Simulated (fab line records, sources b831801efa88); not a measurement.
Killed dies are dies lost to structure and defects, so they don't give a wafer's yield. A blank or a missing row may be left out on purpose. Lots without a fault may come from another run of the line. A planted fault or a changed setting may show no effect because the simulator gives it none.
Chamber matching | flow sky130 | SKY_CONTACT_CVD_00 on pecvd-03: 3 sister chambers
The step deposits Si3N4, target thk 75 nm. 3 wafers are shown with their chamber, then 8 later ones without.

WAFERS WITH THEIR CHAMBER
wafer  | chamber | heater_power_w (W)
L121.5 | 0       | 691
L127.4 | 2       | 691
L127.6 | 1       | 618

WAFERS WITHOUT THEIR CHAMBER
wafer  | heater_power_w (W)
L131.3 | 589
L131.4 | 661
L133.3 | 646
L133.4 | 728
L133.6 | 677
L137.1 | 627
L137.3 | 715
L137.4 | 619

WHICH CHAMBER EACH WENT THROUGH
wafer  | from the rows above          | in truth
L131.3 | 1                            | 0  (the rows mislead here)
L131.4 | can't be placed: 0 or 2 or 1 | 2
L133.3 | can't be placed: 1 or 0 or 2 | 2
L133.4 | can't be placed: 0 or 2      | 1
L133.6 | can't be placed: 0 or 2 or 1 | 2
L137.1 | 1                            | 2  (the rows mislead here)
L137.3 | can't be placed: 0 or 2      | 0
L137.4 | 1                            | 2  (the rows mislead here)
Placed correctly: 0 of 8. Can't be placed from these rows: 5 (the true chamber is among the candidates in 4). Placed wrongly: 3.
How it was worked out, from the rows above alone: a wafer's distance from a chamber is the root of the sum, over the readings, of the square of ((its reading less the chamber's mean) divided by the reading's scatter). The wafer belongs to the nearest chamber; if the next one is less than 2 further off, it can't be placed. A chamber's mean is the mean of its shown wafers. The scatter: with one shown wafer a chamber, the root of the mean of the squares of how far each hidden wafer lies from its nearest shown one.
